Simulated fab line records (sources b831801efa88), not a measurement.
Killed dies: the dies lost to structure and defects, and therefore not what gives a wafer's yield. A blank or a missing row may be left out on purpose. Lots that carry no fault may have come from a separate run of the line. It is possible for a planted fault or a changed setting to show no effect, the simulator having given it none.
fab line records	flow sky130
record: lots: 11	wafers: 33	lastDay: 50
route steps=708 shown POLY_GATE@229 LDD_LDN@299 SD_P@330
lots with no fault: from the same line, run without faults
startH: the number of hours between the record's first day and the start of the first shown wafer of the lot	waitH: hours since the lot's step before	" the same as in the row above	L1.1+2: several wafers, shown together as one row	- no value, or no start was given	* or withheld: withheld	< > ~ a bound
route shown NAME@n: a module of which the file shows steps, and the number in the route of the first	usual: average and standard deviation across the fault-free wafers	same: alike in all rows	chamber/n: place in a boat	sites: each site's reading	_std_site: standard deviation across them	_edge_site: mean of outer sites minus mean of inner sites	radiusMm: for every site, how far away it sits from the centre of the wafer	mask NAME#n: copy n	behind: the last tool/chamber to shape the wafer	hold: what put the lot on hold/how long, in hours/how the hold closed	device: the n, p or np transistor that did not switch	end of line: the same wafers' tests at the end of the route	for a step that has no rows: nothing shown but its recipe	killed: at the first sort, the dies lost to defects and structure; wafer yield is something else	map: shows each die of a wafer: x if killed, . if not, _ if none is there
set.NAME: the setting the step ran with; set.NAME@STEP: the setting that earlier step ran with	model.NAME: the simulator's own value behind a step, which no gauge read
the route's steps for a sample of lots (tables are steps, rows are wafers)
services: the hour from which a tool's chamber was out of use, counted from the record's first day as startH (under 0 if before that day), plus the number of hours and why
== steps ==
step: SKY_POLY_GATE_ETCH_15
recipe: chemistry: N2/H2	target: BARC	ionEnergyEv: 200	sourceW: 500	biasW: 100	pressureMtorr: 30	n2FlowSccm: 100	h2FlowSccm: 200	stopOn: SiO2	timeS: 118.5	targetDepthA: 1100
usual: drypumpMotorCurrentA: 5.7/0.48	n2FlowSccm: 99.98/0.29	oesProductAu: 0.716/0.0045	rfFwdPowerW: 497.6/1.6	throttleValvePct: 13.212/0.0093
lot.wafer	tool	chamber	startH	waitH	drypumpMotorCurrentA	n2FlowSccm	oesProductAu	rfFwdPowerW	rfHoursCounterH	throttleValvePct
L667.1	rieDiel-04	0	376.77	0.0	5.0	99.63	0.712	499.2	87	13.212
L667.5	"	2	"	"	6.3	100.09	0.718	496.9	-	13.219
L667.6	"	3	"	"	6.1	100.09	0.719	496.4	-	13.204
L669.2	rieDiel-04	0	395.44	0.0	5.0	100.36	0.716	498.9	87	13.208
L669.4	"	1	"	"	6.3	100.22	0.710	498.5	2	13.204
L669.5	"	0	"	"	5.0	100.14	0.713	496.8	-	13.212
L670.1	rieDiel-04	2	404.89	0.0	6.4	100.31	0.723	496.6	1	13.218
L670.3	"	1	"	"	6.3	99.70	0.712	498.5	2	13.212
L670.4	"	0	"	"	5.0	100.49	0.714	498.9	87	13.206
L671.3	rieDiel-02	0	407.24	0.0	5.9	99.91	0.718	498.2	11	13.221
L671.4	"	3	"	"	4.8	99.91	0.702	495.1	98	13.200
L671.5	"	2	"	"	6.4	99.95	0.723	496.6	-	13.211
L672.3	rieDiel-02	3	432.62	0.0	4.9	99.90	0.720	497.4	99	13.215
L672.5	"	0	"	"	5.9	99.64	0.710	497.5	-	13.221
L672.6	"	1	"	"	6.1	99.84	0.717	499.0	-	13.231
L675.3	rieDiel-01	1	458.67	0.0	5.6	100.18	0.722	498.3	13	13.209
L675.4	"	2	"	"	5.9	100.26	0.711	497.3	9	13.210
L675.6	"	0	"	"	5.4	99.84	0.721	499.8	-	13.201
L678.1	rieDiel-04	1	470.14	0.0	6.3	99.82	0.722	497.4	3	13.206
L678.5	"	1	"	"	6.3	99.94	0.722	496.8	-	13.214
L678.6	"	2	"	"	6.4	100.41	0.721	499.0	-	13.212
L679.1	rieDiel-02	3	491.29	0.0	4.8	99.93	0.722	497.5	0	13.214
L679.3	"	0	"	"	5.9	99.76	0.724	499.1	13	13.219
L679.6	"	0	"	"	5.9	99.86	0.711	498.9	-	13.216
L680.3	rieDiel-01	2	493.34	0.0	5.8	99.87	0.718	497.8	10	13.201
L680.5	"	2	"	"	5.8	100.32	0.717	497.7	-	13.204
L680.6	"	3	"	"	5.2	100.22	0.717	500.2	-	13.219
L687.2	rieDiel-01	1	555.14	0.0	5.7	99.97	0.713	497.7	16	13.214
L687.3	"	0	"	"	5.4	100.15	0.717	498.3	7	13.224
L687.4	"	2	"	"	5.9	99.85	0.701	495.5	-	13.200
L688.3	rieDiel-02	2	557.69	0.0	6.4	99.79	0.708	499.0	66	13.214
L688.4	"	3	"	"	4.9	99.50	0.717	498.2	1	13.222
L688.5	"	1	"	"	6.2	99.61	0.712	498.3	-	13.202
step: SKY_LDD_LDN_IMPLANT_10
recipe: species: As	energyKev: 15	doseCm2: 1.25e+13	tiltDeg: withheld	rotationDeg: 203
usual: doseIonsCm2: 1.25e+13/1.3e+10	faradayCurrentUA: 70.4/1.4
lot.wafer	tool	chamber	startH	waitH	doseIonsCm2	faradayCurrentUA
L667.1	implanter-02	0	533.02	0.1	1.2511e+13	69.7
L667.5	"	0	"	"	1.2523e+13	68.7
L667.6	"	0	"	"	1.2502e+13	68.4
L669.2	implanter-02	0	554.09	0.1	1.2518e+13	68.7
L669.4	"	0	"	"	1.2515e+13	73.2
L669.5	"	0	"	"	1.2511e+13	69.3
L670.1	implanter-02	0	561.17	0.1	1.2501e+13	69.5
L670.3	"	0	"	"	1.2515e+13	70.0
L670.4	"	0	"	"	1.2509e+13	71.3
L671.3	implanter-01	0	565.17	0.1	1.2494e+13	70.8
L671.4	"	0	"	"	1.2497e+13	69.5
L671.5	"	0	"	"	1.249e+13	71.8
L672.3	implanter-02	0	590.72	0.1	1.2506e+13	70.1
L672.5	"	0	"	"	1.2497e+13	69.7
L672.6	"	0	"	"	1.2491e+13	73.0
L675.3	implanter-02	0	612.47	0.1	1.2493e+13	69.1
L675.4	"	0	"	"	1.2489e+13	70.5
L675.6	"	0	"	"	1.2493e+13	69.7
L678.1	implanter-02	0	622.82	0.1	2.1461e+13	124.6
L678.5	"	0	"	"	2.1458e+13	119.1
L678.6	"	0	"	"	2.1485e+13	121.4
L679.1	implanter-03	0	643.12	0.1	1.249e+13	70.7
L679.3	"	0	"	"	1.2513e+13	67.0
L679.6	"	0	"	"	1.2491e+13	73.1
L680.3	implanter-02	0	644.77	0.1	2.1478e+13	121.1
L680.5	"	0	"	"	2.148e+13	123.2
L680.6	"	0	"	"	2.1479e+13	122.1
L687.2	implanter-01	0	701.25	0.1	1.2487e+13	73.0
L687.3	"	0	"	"	1.2493e+13	71.9
L687.4	"	0	"	"	1.2502e+13	69.3
L688.3	implanter-03	0	704.67	0.1	1.2514e+13	70.4
L688.4	"	0	"	"	1.2524e+13	69.8
L688.5	"	0	"	"	1.2509e+13	73.1
step: SKY_LDD_LDN_STRIP_12
recipe: chemistry: O2/N2	powerW: 1400	pressureMtorr: 1500	platenTempC: withheld	o2FlowSccm: 3000	n2FlowSccm: 300	overashFraction: 0.5
usual: drypumpMotorCurrentA: 6.0/0.4	n2FlowSccm: 300.0/0.87	oesProductAu: 0.715/0.0046	stripTimeToEndpointS: 14.18/0.038
lot.wafer	tool	chamber	startH	waitH	drypumpMotorCurrentA	n2FlowSccm	oesProductAu	rfHoursCounterH	stripTimeToEndpointS
L667.1	plasmaAsher-02	1	533.32	0.1	6.5	301.2	0.717	85	14.25
L667.5	"	0	"	"	6.2	298.6	0.708	-	14.24
L667.6	"	1	"	"	6.5	302.0	0.715	-	14.25
L669.2	plasmaAsher-02	1	554.37	0.1	6.5	299.7	0.706	87	14.18
L669.4	"	1	"	"	6.6	299.2	0.709	-	14.14
L669.5	"	1	"	"	6.5	298.7	0.718	-	14.18
L670.1	plasmaAsher-03	0	561.47	0.1	5.2	299.3	0.721	11	14.12
L670.3	"	0	"	"	5.2	300.8	0.714	-	14.14
L670.4	"	1	"	"	5.7	299.9	0.720	-	14.09
L671.3	plasmaAsher-01	1	565.46	0.1	6.1	299.2	0.716	-	14.13
L671.4	"	0	"	"	5.7	300.5	0.715	-	14.18
L671.5	"	0	"	"	5.7	301.4	0.714	-	14.10
L672.3	plasmaAsher-03	1	591.00	0.1	5.7	299.3	0.709	-	14.17
L672.5	"	0	"	"	5.2	299.8	0.715	-	14.21
L672.6	"	1	"	"	5.7	300.1	0.715	-	14.20
L675.3	plasmaAsher-01	1	612.76	0.1	6.1	301.3	0.713	-	14.18
L675.4	"	0	"	"	5.8	299.4	0.717	-	14.12
L675.6	"	1	"	"	6.1	301.6	0.720	-	14.15
L678.1	plasmaAsher-02	1	623.12	0.1	6.5	299.1	0.717	94	14.13
L678.5	"	0	"	"	6.3	299.6	0.715	-	14.13
L678.6	"	1	"	"	6.5	298.7	0.717	-	14.12
L679.1	plasmaAsher-02	1	643.42	0.1	6.5	301.8	0.720	96	14.17
L679.3	"	0	"	"	6.3	299.2	0.713	-	14.16
L679.6	"	1	"	"	6.5	300.7	0.714	-	14.19
L680.3	plasmaAsher-01	1	645.05	0.1	6.1	298.8	0.718	-	14.13
L680.5	"	0	"	"	5.7	298.4	0.722	-	14.17
L680.6	"	1	"	"	6.1	300.7	0.719	-	14.14
L687.2	plasmaAsher-01	1	701.52	0.1	6.1	299.9	0.722	55	14.18
L687.3	"	1	"	"	6.1	300.2	0.718	-	14.19
L687.4	"	0	"	"	5.7	300.1	0.721	-	14.22
L688.3	plasmaAsher-03	0	704.96	0.1	5.2	301.1	0.721	-	14.18
L688.4	"	1	"	"	5.7	300.4	0.718	-	14.13
L688.5	"	1	"	"	5.7	301.4	0.715	-	14.19
step: SKY_LDD_LDN_TW_MEAS_13
usual: LDD_LDN_TW: 1480/13
lot.wafer	tool	chamber	startH	waitH	LDD_LDN_TW
L667.1	filmMetro-03	-	533.42	0.1	1474
L667.5	"	-	"	"	1479
L667.6	"	-	"	"	1480
L669.2	filmMetro-01	-	554.48	0.1	1457
L669.4	"	-	"	"	1464
L669.5	"	-	"	"	1468
L670.1	filmMetro-01	-	561.57	0.1	1469
L670.3	"	-	"	"	1460
L670.4	"	-	"	"	1465
L671.3	filmMetro-03	-	565.54	0.1	1492
L671.4	"	-	"	"	1489
L671.5	"	-	"	"	1495
L672.3	filmMetro-02	-	591.09	0.1	1496
L672.5	"	-	"	"	1494
L672.6	"	-	"	"	1494
L675.3	filmMetro-01	-	612.84	0.1	1464
L675.4	"	-	"	"	1455
L675.6	"	-	"	"	1468
L678.1	filmMetro-02	-	623.22	0.1	1563
L678.5	"	-	"	"	1575
L678.6	"	-	"	"	1572
L679.1	filmMetro-03	-	643.52	0.1	1483
L679.3	"	-	"	"	1482
L679.6	"	-	"	"	1481
L680.3	filmMetro-03	-	645.14	0.1	1555
L680.5	"	-	"	"	1551
L680.6	"	-	"	"	1558
L687.2	filmMetro-01	-	701.63	0.1	1470
L687.3	"	-	"	"	1472
L687.4	"	-	"	"	1462
L688.3	filmMetro-03	-	705.04	0.1	1493
L688.4	"	-	"	"	1483
L688.5	"	-	"	"	1484
step: SKY_SD_P_STRIP_10
recipe: chemistry: O2/N2	powerW: 1400	pressureMtorr: 1500	platenTempC: withheld	o2FlowSccm: 3000	n2FlowSccm: 300	overashFraction: 0.5
usual: drypumpMotorCurrentA: 5.8/0.4	n2FlowSccm: 300.0/0.84	oesProductAu: 0.618/0.0044	stripTimeToEndpointS: 17.49/0.042
lot.wafer	tool	chamber	startH	waitH	drypumpMotorCurrentA	n2FlowSccm	oesProductAu	rfHoursCounterH	stripTimeToEndpointS
L667.1	plasmaAsher-04	0	595.14	0.1	5.2	300.2	0.613	80	17.51
L667.5	"	1	"	"	5.7	301.3	0.620	-	17.46
L667.6	"	0	"	"	5.2	301.0	0.616	-	17.47
L669.2	plasmaAsher-04	0	616.04	0.1	5.2	299.7	0.613	81	17.43
L669.4	"	0	"	"	5.2	298.1	0.611	-	17.44
L669.5	"	1	"	"	5.7	300.5	0.616	-	17.50
L670.1	plasmaAsher-01	0	622.72	0.1	5.7	299.7	0.628	47	17.46
L670.3	"	1	"	"	6.1	300.0	0.619	-	17.50
L670.4	"	0	"	"	5.8	300.1	0.610	-	17.50
L671.3	plasmaAsher-01	0	626.42	0.1	5.7	300.8	0.616	-	17.46
L671.4	"	1	"	"	6.1	300.4	0.616	-	17.52
L671.5	"	0	"	"	5.7	299.8	0.621	-	17.53
L672.3	plasmaAsher-04	1	651.71	0.1	5.7	299.7	0.619	-	17.52
L672.5	"	0	"	"	5.2	301.1	0.615	-	17.48
L672.6	"	1	"	"	5.7	299.9	0.612	-	17.50
L675.3	plasmaAsher-04	1	671.52	0.1	5.7	298.6	0.617	-	17.50
L675.4	"	0	"	"	5.2	300.2	0.613	-	17.47
L675.6	"	1	"	"	5.7	299.8	0.611	-	17.50
L678.1	plasmaAsher-01	0	682.09	0.1	5.7	300.2	0.614	53	17.47
L678.5	"	1	"	"	6.1	300.1	0.612	-	17.46
L678.6	"	0	"	"	5.7	299.3	0.617	-	17.40
L679.1	plasmaAsher-02	0	701.14	0.1	6.3	299.8	0.614	101	17.53
L679.3	"	0	"	"	6.3	299.3	0.621	-	17.59
L679.6	"	0	"	"	6.3	299.4	0.613	-	17.48
L680.3	plasmaAsher-01	0	703.16	0.1	5.7	300.6	0.619	-	17.52
L680.5	"	1	"	"	6.1	301.2	0.617	-	17.58
L680.6	"	0	"	"	5.7	300.0	0.618	-	17.52
L687.2	plasmaAsher-02	0	760.24	0.1	6.3	298.9	0.616	2	17.55
L687.3	"	0	"	"	6.3	299.9	0.622	-	17.43
L687.4	"	1	"	"	6.5	299.0	0.621	-	17.52
L688.3	plasmaAsher-04	1	762.28	0.1	5.7	299.4	0.622	-	17.52
L688.4	"	0	"	"	5.2	300.0	0.625	-	17.55
L688.5	"	1	"	"	5.7	298.9	0.620	-	17.49
== services ==
tool	chamber	startH	hours	kind
plasmaAsher-01	-	354.10	7.1	repair
plasmaAsher-02	-	357.24	28.1	pm
rieDiel-02	2	368.11	1.2	repair
rieDiel-02	-	387.20	2.8	pm
plasmaAsher-01	-	408.23	14.6	pm
rieDiel-04	-	420.32	1.1	repair
rieDiel-02	0	464.22	7.0	repair
implanter-02	-	473.63	5.8	pm
rieDiel-04	1	476.15	8.2	repair
plasmaAsher-02	-	483.43	1.0	repair
implanter-02	-	495.58	3.0	repair
rieDiel-02	1	498.08	2.9	repair
rieDiel-04	1	499.72	6.6	repair
implanter-02	-	512.65	1.5	repair
rieDiel-02	3	522.28	8.3	repair
plasmaAsher-02	-	522.68	2.8	pm
rieDiel-04	-	539.78	14.6	pm
rieDiel-02	0	541.88	8.6	repair
implanter-02	-	601.28	3.4	repair
plasmaAsher-04	-	730.81	11.1	repair
plasmaAsher-02	-	733.75	9.0	pm
plasmaAsher-01	-	741.95	15.6	pm
plasmaAsher-02	-	756.03	2.2	repair
plasmaAsher-02	-	759.13	0.8	repair
== key ==
firstSign: step: SKY_LDD_LDN_IMPLANT_10	reading: doseIonsCm2	direction: up	sigmas: 99+	usual: *	struck: *
effect: step: SKY_LDD_LDN_IMPLANT_10	reading: faradayCurrentUA	direction: up	sigmas: 37	usual: 70.4	struck: 121.9
effect: step: SKY_LDD_LDN_TW_MEAS_13	reading: LDD_LDN_TW	direction: up	sigmas: 6.1	usual: 1480	struck: 1562
metAt SKY_LDD_LDN_IMPLANT_10
struckLots L678,L680
testerLeftOut L678,L680
notActingAt SKY_POLY_GATE_ETCH_15,SKY_LDD_LDN_STRIP_12,SKY_SD_P_STRIP_10
onsetBetween 612.47 622.82
fault: kind: processParameterDrift	tool: implanter-02	chamber: -	onsetH: 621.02	steps: SKY_LDD_LDN_IMPLANT_10	channel: doseCm2	offset: *	shape: step	endH: 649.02	actsIn: *	stated: *
testerLeftOut: of these lots the tester's yield and bins aren't shown, on N5 and GAA mostly nor the transistor test; their killed dies are dies lost to structure and defects alone, not to doping, threshold or leakage, so they don't give the yield
